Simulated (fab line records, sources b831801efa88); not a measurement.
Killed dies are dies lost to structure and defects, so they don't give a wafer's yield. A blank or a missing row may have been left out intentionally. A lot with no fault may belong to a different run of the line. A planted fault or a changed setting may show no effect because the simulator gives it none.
Comparing a struck lot with a sound one	flow sky130	19 out of 708 route steps
Sound: wafers L820.2, L820.3, L820.5. Struck: wafers L831.2, L831.3, L831.4. The cause is given at the end.
At each step with rows: each side's tool, then ch and its chambers, then its first start. Under that, the readings that differ: sound wafers	struck wafers	difference of the means	sigmas: that difference in standard deviations of wafers without a fault.
alike: readings with means less than 2 such deviations apart, plus words and numbers identical on both sides. not compared: withheld readings, readings lacking a value on some wafer, bounds such as >300 that could conceal the same value, and numbers that have no deviation in the record and whose values overlap.
A row with sigmas, a row that says differs or no value, or rows on one side alone: a step with any of these is where the two part. Numbers that don't overlap but have no deviation are shown without sigmas and don't part them. A reading that every wafer of one side lacks parts them only if that side has two wafers or more.

first, 1 step without rows for these wafers: SKY_FIELD_ISO_ANNEAL_26 (time 1800 s).
SKY_FIELD_ISO_CMP_27: polishes, stops on Si3N4, t overpolish 16 s, target thk 457.8 nm.
  sound on cmp-02 ch 0,1, day 3 10:07; struck on cmp-02 ch 0,2,3, day 5 16:05
  alike: edgeZonePressureFrac, motorCurrentA, overpolishRunS, timeToEndpointS
then, 5 steps without rows for these wafers: SKY_FIELD_ISO_WET_ETCH_28 (etches SiO2 in dHF, target depth 23.7 nm, time 47 s); SKY_FIELD_ISO_WET_ETCH_29 (etches Si3N4 in H3PO4, target depth 160 nm, time 1825 s); SKY_FIELD_ISO_WET_ETCH_30 (etches SiO2 in dHF, target depth 25 nm, time 50 s); SKY_NWELL_CLEAN_00 (cleans in SC1/SC2, time 150 s); SKY_NWELL_OXIDATION_01 (stabilise 600 s, purge 300 s, target thk 10 nm).
SKY_NWELL_THK_MEAS_02:
  sound on filmMetro-02, day 3 13:00; struck on filmMetro-03, day 5 19:26
  alike: NWELL_OXIDATION_THK
then, 4 steps without rows for these wafers: SKY_DNWELL_DEHYDRATE_00 (time 60 s); SKY_DNWELL_HMDS_01 (prime time 60 s); SKY_DNWELL_COAT_02 (resist thk 3057 nm); SKY_DNWELL_SOFTBAKE_03.
SKY_DNWELL_EXPOSE_04: exposes mask DNM, target cd 3000 nm.
  sound on ilineStepper-01 ch 0, day 3 20:59; struck on ilineStepper-02, day 6 04:41
  no value came back on the struck wafers for exposureDoseMJCm2, focusOffsetNm (nm), na; on the sound wafers exposureDoseMJCm2 reads 221.98 222.00 221.70
  alike: mask
then, 3 steps without rows for these wafers: SKY_DNWELL_PEB_05; SKY_DNWELL_DEVELOP_06 (develop time 60 s); SKY_DNWELL_IMPLANT_07.
SKY_DNWELL_STRIP_08: strips in O2/N2.
  sound on plasmaAsher-02 ch 0,1, day 4 05:20; struck on plasmaAsher-03 ch 0,1, day 6 14:19
  alike: chamberPressureMTorr, drypumpMotorCurrentA, oesProductAu, stripTimeToEndpointS
  not compared: rfHoursCounterH
SKY_DNWELL_TW_MEAS_09:
  sound on filmMetro-01, day 4 05:27; struck on filmMetro-01, day 6 14:25
reading	sound	struck	difference	sigmas
DNWELL_TW	1127 1125 1125	30 30 30	-1096	-99 or more
then, 1 step without rows for these wafers: SKY_PWDE_DEHYDRATE_00 (time 60 s).

WHERE THEY PART
First at SKY_DNWELL_EXPOSE_04; last, within this record, at SKY_DNWELL_TW_MEAS_09.

WHY: what the simulator had put in
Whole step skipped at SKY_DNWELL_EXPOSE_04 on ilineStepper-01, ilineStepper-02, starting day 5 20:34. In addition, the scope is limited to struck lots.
